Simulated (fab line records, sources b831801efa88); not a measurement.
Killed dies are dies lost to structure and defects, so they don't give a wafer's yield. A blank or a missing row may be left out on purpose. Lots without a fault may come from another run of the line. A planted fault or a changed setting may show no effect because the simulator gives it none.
Which tool did it? | flow gf180mcu | 11 lots, 33 wafers sampled, at 7 steps of a route of 602

WHAT THE GAUGES READ, wafer by wafer
GF_VT_IMPLANT_OVL_MEAS_07. Usual: VT_IMPLANT_OVL 0.0 nm, standard deviation 1.5.
lot  | measured     | on         | VT_IMPLANT_OVL (nm) | flag
L480 | day 5 19:00  | overlay-01 | -2.6 -0.6 -2.7      |
L482 | day 6 05:53  | overlay-02 | 1.6 0.5 1.4         |
L483 | day 6 12:22  | overlay-01 | 0.9 1.0 1.9         |
L485 | day 7 02:09  | overlay-01 | 1.1 1.2 1.9         |
L488 | day 7 19:03  | overlay-02 | -0.5 0.7 0.2        |
L491 | day 8 12:39  | overlay-02 | 0.9 0.8 0.9         |
L492 | day 8 18:15  | overlay-02 | -0.3 -1.0 -0.8      |
L493 | day 9 00:52  | overlay-01 | 1.8 0.3 0.0         |
L498 | day 10 08:31 | overlay-02 | -1.6 0.5 0.0        |
L500 | day 10 23:33 | overlay-01 | 0.0 1.0 -0.5        |
L502 | day 11 13:42 | overlay-02 | 0.8 -0.9 0.0        |

GF_VT_IMPLANT_OVL_MEAS_29. Usual: VT_IMPLANT_02_OVL -0.1 nm, standard deviation 1.6.
lot  | measured     | on         | VT_IMPLANT_02_OVL (nm) | flag
L480 | day 7 01:52  | overlay-02 | -1.8 1.2 1.1           |
L482 | day 7 13:26  | overlay-02 | -1.4 -2.4 -2.6         |
L483 | day 7 20:37  | overlay-02 | 1.5 0.4 0.2            |
L485 | day 8 10:01  | overlay-02 | 2.8 2.1 1.0            |
L488 | day 9 05:06  | overlay-02 | 0.2 2.0 1.2            |
L491 | day 9 23:54  | overlay-01 | 0.6 0.6 0.5            |
L492 | day 10 05:03 | overlay-02 | -1.2 -0.8 1.2          |
L493 | day 10 12:11 | overlay-01 | 1.1 0.3 -0.4           |
L498 | day 11 22:51 | overlay-02 | 0.0 0.8 0.0            |
L500 | day 12 14:03 | overlay-01 | 1.0 1.0 -0.1           |
L502 | day 13 05:33 | overlay-01 | -0.5 0.5 0.0           |

GF_PSD_TW_MEAS_11. Usual: PSD_TW 3170, standard deviation 25.
lot  | measured     | on            | PSD_TW         | flag
L480 | day 14 20:24 | film_metro-04 | 3185 3189 3172 |
L482 | day 15 08:13 | film_metro-01 | 3165 3172 3166 |
L483 | day 15 17:49 | film_metro-03 | 3144 3120 3151 |
L485 | day 16 17:16 | film_metro-04 | 3193 3210 3190 |
L488 | day 17 12:52 | film_metro-04 | 3167 3179 3200 |
L491 | day 18 11:22 | film_metro-04 | 3208 3207 3214 |
L492 | day 18 19:31 | film_metro-03 | 2676 2686 2666 | OFF
L493 | day 19 04:14 | film_metro-03 | 2691 2673 2697 | OFF
L498 | day 21 02:25 | film_metro-04 | 3185 3195 3179 |
L500 | day 21 18:30 | film_metro-01 | 3178 3184 3184 |
L502 | day 22 12:34 | film_metro-03 | 3169 3162 3160 |

GF_PSD_RS_MEAS_15: measures by four-point-probe. Usual: PSD_RS 108.57 ohm/sq, standard deviation 0.27.
lot  | measured     | on            | PSD_RS (ohm/sq)      | flag
L480 | day 14 20:44 | film_metro-01 | 108.33 108.07 108.54 |
L482 | day 15 08:32 | film_metro-04 | 108.81 108.52 108.54 |
L483 | day 15 18:08 | film_metro-03 | 108.37 108.99 108.52 |
L485 | day 16 17:40 | film_metro-03 | 108.92 108.59 109.24 |
L488 | day 17 13:10 | film_metro-01 | 108.35 108.80 108.61 |
L491 | day 18 11:41 | film_metro-03 | 108.67 108.40 108.67 |
L492 | day 18 19:50 | film_metro-04 | 162.46 162.75 163.34 | OFF
L493 | day 19 04:34 | film_metro-04 | 161.79 162.18 162.16 | OFF
L498 | day 21 02:45 | film_metro-03 | 108.31 108.24 108.61 |
L500 | day 21 18:49 | film_metro-04 | 108.29 108.42 108.24 |
L502 | day 22 12:53 | film_metro-03 | 108.03 108.15 108.51 |

WHICH TOOL RAN EACH LOT (tool, then ch and the chambers of the sampled wafers, then the start)
lot  | GF_MVPSD_STRIP_10                    | GF_PSD_IMPLANT_09               | GF_PSD_STRIP_10
L480 | plasma_asher-03 ch 0,1, day 5 04:28  | implanter-04 ch 0, day 14 20:11 | plasma_asher-04 ch 0,1, day 14 20:19
L482 | plasma_asher-03 ch 0, day 5 15:40    | implanter-04 ch 0, day 15 07:59 | plasma_asher-04 ch 0,1, day 15 08:06
L483 | plasma_asher-04 ch 1, day 5 21:17    | implanter-04 ch 0, day 15 17:35 | plasma_asher-02 ch 1, day 15 17:42
L485 | plasma_asher-04 ch 1, day 6 10:04    | implanter-01 ch 0, day 16 17:02 | plasma_asher-02 ch 0,1, day 16 17:09
L488 | plasma_asher-04 ch 0,1, day 7 03:31  | implanter-01 ch 0, day 17 12:37 | plasma_asher-02 ch 0,1, day 17 12:46
L491 | plasma_asher-02 ch 0,1, day 7 20:04  | implanter-04 ch 0, day 18 11:07 | plasma_asher-02 ch 0,1, day 18 11:16
L492 | plasma_asher-03 ch 0,1, day 8 01:50  | implanter-01 ch 0, day 18 19:16 | plasma_asher-04 ch 0,1, day 18 19:24
L493 | plasma_asher-03 ch 0,1, day 8 07:45  | implanter-01 ch 0, day 19 03:59 | plasma_asher-02 ch 0,1, day 19 04:07
L498 | plasma_asher-04 ch 0,1, day 9 15:14  | implanter-02 ch 0, day 21 02:12 | plasma_asher-01 ch 0,1, day 21 02:20
L500 | plasma_asher-03 ch 0,1, day 10 04:56 | implanter-04 ch 0, day 21 18:15 | plasma_asher-02 ch 0,1, day 21 18:24
L502 | plasma_asher-02 ch 0,1, day 10 18:51 | implanter-02 ch 0, day 22 12:19 | plasma_asher-01 ch 0,1, day 22 12:28
- GF_MVPSD_STRIP_10: strips in O2/N2.
- GF_PSD_IMPLANT_09
- GF_PSD_STRIP_10: strips in O2/N2.

WHAT THE TOOLS THEMSELVES READ (means of the sampled wafers that have a number; where no wafer has one, the mark that the record gives instead)
GF_MVPSD_STRIP_10. Usual: drypump_motor_current_A 5.77 A, standard deviation 0.14; heater_power_w 328 W, standard deviation 37; oes_product_au 0.722 a.u., standard deviation 0.0045; strip_time_to_endpoint_s 36.90 s, standard deviation 0.093.
lot  | tool            | drypump_motor_current_A (A) | heater_power_w (W) | oes_product_au (a.u.) | strip_time_to_endpoint_s (s) | flag
L480 | plasma_asher-03 | 5.61                        | 283                | 0.725                 | 36.91                        |
L482 | plasma_asher-03 | 5.62                        | 283                | 0.724                 | 36.97                        |
L483 | plasma_asher-04 | 5.83                        | 381                | 0.718                 | 36.79                        |
L485 | plasma_asher-04 | 5.83                        | 384                | 0.723                 | 37.02                        |
L488 | plasma_asher-04 | 5.95                        | 362                | 0.725                 | 36.85                        |
L491 | plasma_asher-02 | 5.73                        | 335                | 0.722                 | 36.74                        |
L492 | plasma_asher-03 | 5.66                        | 295                | 0.722                 | 36.85                        |
L493 | plasma_asher-03 | 5.64                        | 286                | 0.721                 | 36.96                        |
L498 | plasma_asher-04 | 5.95                        | 360                | 0.722                 | 36.90                        |
L500 | plasma_asher-03 | 5.63                        | 285                | 0.719                 | 36.94                        |
L502 | plasma_asher-02 | 5.74                        | 338                | 0.718                 | 36.94                        |

GF_PSD_IMPLANT_09. Usual: dose_ions_cm2 1.5001e+15, standard deviation 1.6e+12; end_station_pressure_torr 1.17e-05 Torr, standard deviation 6.1e-07; faraday_current_uA 8243, standard deviation 170.
lot  | tool         | dose_ions_cm2 | end_station_pressure_torr (Torr) | faraday_current_uA | flag
L480 | implanter-04 | 1.4994e+15    | 1.16e-05                         | 8180               |
L482 | implanter-04 | 1.5015e+15    | 1.21e-05                         | 8282               |
L483 | implanter-04 | 1.5003e+15    | 1.20e-05                         | 8065               |
L485 | implanter-01 | 1.5016e+15    | 1.16e-05                         | 8312               |
L488 | implanter-01 | 1.5004e+15    | 1.10e-05                         | 8364               |
L491 | implanter-04 | 1.4999e+15    | 1.19e-05                         | 8219               |
L492 | implanter-01 | 7.6907e+14    | 8.43e-06                         | 4303               | OFF
L493 | implanter-01 | 7.6623e+14    | 9.07e-06                         | 4212               | OFF
L498 | implanter-02 | 1.5006e+15    | 1.13e-05                         | 8280               |
L500 | implanter-04 | 1.4993e+15    | 1.16e-05                         | 8317               |
L502 | implanter-02 | 1.4994e+15    | 1.14e-05                         | 8366               |

GF_PSD_STRIP_10. Usual: drypump_motor_current_A 5.8 A, standard deviation 0.35; heater_power_w 344 W, standard deviation 22; oes_product_au 0.591 a.u., standard deviation 0.0045; strip_time_to_endpoint_s 16.52 s, standard deviation 0.045.
lot  | tool            | drypump_motor_current_A (A) | heater_power_w (W) | oes_product_au (a.u.) | strip_time_to_endpoint_s (s) | flag
L480 | plasma_asher-04 | 5.9                         | 374                | 0.589                 | 16.55                        |
L482 | plasma_asher-04 | 5.9                         | 353                | 0.595                 | 16.49                        |
L483 | plasma_asher-02 | 5.7                         | 346                | 0.590                 | 16.50                        |
L485 | plasma_asher-02 | 5.7                         | 340                | 0.593                 | 16.55                        |
L488 | plasma_asher-02 | 5.7                         | 342                | 0.587                 | 16.56                        |
L491 | plasma_asher-02 | 5.7                         | 343                | 0.593                 | 16.57                        |
L492 | plasma_asher-04 | 5.9                         | 374                | 0.641                 | 14.52                        | OFF
L493 | plasma_asher-02 | 5.7                         | 339                | 0.642                 | 14.53                        | OFF
L498 | plasma_asher-01 | 5.6                         | 323                | 0.598                 | 16.56                        |
L500 | plasma_asher-02 | 5.8                         | 345                | 0.590                 | 16.51                        |
L502 | plasma_asher-01 | 5.6                         | 323                | 0.591                 | 16.50                        |

THE ANSWER, worked out from the rows above alone
Rule: a lot is off if the mean of its wafers that have a number lies more than 3 standard deviations from the usual mean. A lot without any number at a reading at which 4 lots or more have one is off too. The other lots that the step has rows for count as sound. The gauges are gone through in route order, then the tools' own readings, and for those a lot's mean is taken as printed above. The first step at which some lot is off is used, and at that step the reading that is off furthest; a lot without a number counts as furthest.
Off: L492, L493, at GF_PSD_TW_MEAS_11 (PSD_TW).
A tool fits if, at a process step before that reading, it ran every lot that is off, and no sound lot after the first of them. The gauges at GF_PSD_TW_MEAS_11 aren't tried: what is off there is off at GF_PSD_RS_MEAS_15 too, on other tools, and a gauge's error can't cause that. One fits: implanter-01 at GF_PSD_IMPLANT_09. Its last sound lot is L488 (day 17 12:37), its first lot that is off L492 (day 18 19:16): a fault that began between those two fits.
The tool's own readings at GF_PSD_IMPLANT_09 bear it out: on the lots that are off they differ by more than 5 times the standard deviation of the sound lots' means. dose_ions_cm2 reads 7.6765e+14 there against 1.5003e+15 on the sound lots; end_station_pressure_torr reads 8.75e-06 Torr there against 1.16e-05 Torr on the sound lots; faraday_current_uA reads 4258 there against 8265 on the sound lots.

WHAT THE SIMULATOR HAD PUT IN
Process parameter drift: implanter-01, from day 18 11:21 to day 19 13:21, at GF_PSD_IMPLANT_09. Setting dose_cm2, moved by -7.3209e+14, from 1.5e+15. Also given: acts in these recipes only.
Lots struck among those shown: L492, L493. The rule above found the same.
